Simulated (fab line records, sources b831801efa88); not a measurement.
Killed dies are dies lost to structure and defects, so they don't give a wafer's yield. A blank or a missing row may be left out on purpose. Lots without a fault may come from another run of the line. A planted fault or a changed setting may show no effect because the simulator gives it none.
Chamber matching | flow gf180mcu | GF_V2_CMP_26 on cmp-02: 4 sister chambers
The step polishes, stops on SiO2, t overpolish 15 s, target thk 0 nm. 16 wafers are shown with their chamber, then 8 later ones without.

WAFERS WITH THEIR CHAMBER
wafer  | chamber | motor_current_A (A) | retaining_ring_pressure_frac
L576.3 | 3       | 10.7                | 0.994
L576.5 | 3       | 10.9                | 0.995
L576.6 | 0       | 13.2                | 0.998
L577.1 | 2       | 11.6                | 0.999
L577.4 | 0       | 13.2                | 0.996
L577.5 | 1       | 10.3                | 1.001
L592.2 | 2       | 11.1                | 0.995
L592.4 | 0       | 13.3                | 1.004
L592.5 | 0       | 12.8                | 1.002
L593.2 | 3       | 10.1                | 0.996
L593.3 | 1       | 10.4                | 0.996
L593.4 | 2       | 11.4                | 0.994
L594.1 | 1       | 9.7                 | 1.000
L594.2 | 2       | 11.0                | 0.999
L594.3 | 3       | 10.5                | 0.999
L595.1 | 1       | 10.0                | 1.003

SIGNATURES (means of the wafers above)
reading                      | chamber 0 | chamber 1 | chamber 2 | chamber 3 | scatter within a chamber
motor_current_A              | 13.125    | 10.100    | 11.275    | 10.550    | 0.292
retaining_ring_pressure_frac | 1.00000   | 1.00000   | 0.99675   | 0.99600   | 0.0029
Rule: a wafer's distance from a chamber is the root of the sum, over the readings, of the square of ((its reading less the chamber's mean) divided by the reading's scatter). The wafer belongs to the nearest chamber; if the next one is less than 2 further off, it can't be placed. The scatter: the root of (the sum of the squares of (reading less its chamber's mean) over the shown wafers, divided by (wafers less chambers)).

WAFERS WITHOUT THEIR CHAMBER
wafer  | motor_current_A (A) | retaining_ring_pressure_frac
L595.3 | 11.0                | 0.998
L595.4 | 13.0                | 0.998
L598.4 | 13.6                | 0.999
L598.5 | 11.8                | 1.004
L598.6 | 9.9                 | 1.001
L599.2 | 9.8                 | 1.010
L599.5 | 11.2                | 0.998
L599.6 | 10.8                | 1.009

WHICH CHAMBER EACH WENT THROUGH
wafer  | from the rows above          | in truth
L595.3 | can't be placed: 2 or 3      | 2
L595.4 | 0                            | 0
L598.4 | 0                            | 0
L598.5 | can't be placed: 2 or 0      | 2
L598.6 | 1                            | 1
L599.2 | can't be placed: 1 or 3      | 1
L599.5 | can't be placed: 2 or 3      | 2
L599.6 | can't be placed: 1 or 2 or 3 | 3
Placed correctly: 3 of 8. Can't be placed from these rows: 5 (the true chamber is among the candidates in 5). Placed wrongly: 0.
